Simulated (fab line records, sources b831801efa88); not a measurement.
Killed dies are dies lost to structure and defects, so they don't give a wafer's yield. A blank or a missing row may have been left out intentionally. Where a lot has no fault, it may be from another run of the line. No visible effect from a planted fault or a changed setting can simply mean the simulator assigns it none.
Chamber matching ; flow gf180mcu ; 4 sister chambers for GF_V4_CMP_26 on cmp-02
The step polishes, stops on SiO2, t overpolish 15 s, target thk 0 nm. 18 wafers are shown with their chamber, then 9 later ones without.

## WAFERS, EACH WITH ITS CHAMBER
wafer;chamber;motor_current_A (A);time_to_endpoint_s (s);overpolish_run_s (s)
L949.1;2;9.5;87.3;15.019
L949.2;3;9.9;85.8;15.008
L949.3;0;10.5;84.8;15.000
L954.2;2;8.8;79.5;15.000
L954.3;0;10.7;84.3;15.016
L954.5;0;10.2;82.0;15.000
L955.3;1;10.4;78.2;15.002
L955.4;2;8.8;78.9;14.996
L955.6;0;10.6;84.2;15.004
L958.3;2;8.7;86.0;14.988
L958.5;0;10.3;84.6;14.986
L958.6;1;10.9;83.0;15.010
L961.4;2;9.5;83.0;14.997
L961.5;1;10.2;84.7;14.992
L961.6;0;10.7;84.7;15.023
L962.2;2;9.2;83.8;14.979
L962.4;0;10.7;87.8;15.009
L962.5;0;11.0;86.5;15.008

SIGNATURES (averages over the wafers above)
reading;chamber 0;chamber 1;chamber 2;chamber 3;scatter within a chamber
motor_current_A;10.588;10.500;9.083;9.900;0.314
time_to_endpoint_s;84.862;81.967;83.083;85.800;2.68
overpolish_run_s;15.00575;15.00133;14.99650;15.00800;0.0118
Rule: for each reading, subtract the chamber's mean from the wafer's reading, divide by that reading's scatter and square the result; add these up over the readings and take the root, which gives the wafer's distance from the chamber. The wafer belongs to the nearest chamber; if the next one is less than 2 further off, it can't be placed. How the scatter is found: for the shown wafers, subtract from each reading the mean of its chamber, square and add these, divide the total by (wafers less chambers), then take the root.

## WAFERS WITH NO CHAMBER GIVEN
wafer;motor_current_A (A);time_to_endpoint_s (s);overpolish_run_s (s)
L965.1;10.4;85.9;14.986
L965.3;11.2;88.7;15.024
L965.4;8.7;87.1;15.009
L967.4;10.6;81.5;15.002
L967.5;10.5;84.0;15.002
L967.6;10.6;85.3;14.989
L970.2;9.0;81.9;15.007
L970.5;8.8;84.5;15.022
L970.6;10.0;83.1;14.999

## CHAMBER TAKEN BY EACH
wafer;from the rows above;in truth
L965.1;can't be placed: 0 or 1 or 3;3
L965.3;can't be placed: 0 or 1 or 3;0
L965.4;can't be placed: 2 or 3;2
L967.4;can't be placed: 1 or 0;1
L967.5;can't be placed: 0 or 1 or 3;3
L967.6;can't be placed: 0 or 1 or 3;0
L970.2;2;2
L970.5;can't be placed: 2 or 3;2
L970.6;can't be placed: 3 or 1 or 0 or 2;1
1 of 9 placed correctly. Cannot be placed on the basis of these rows: 8; the candidates contain the true chamber in 8. Placed wrongly: 0.
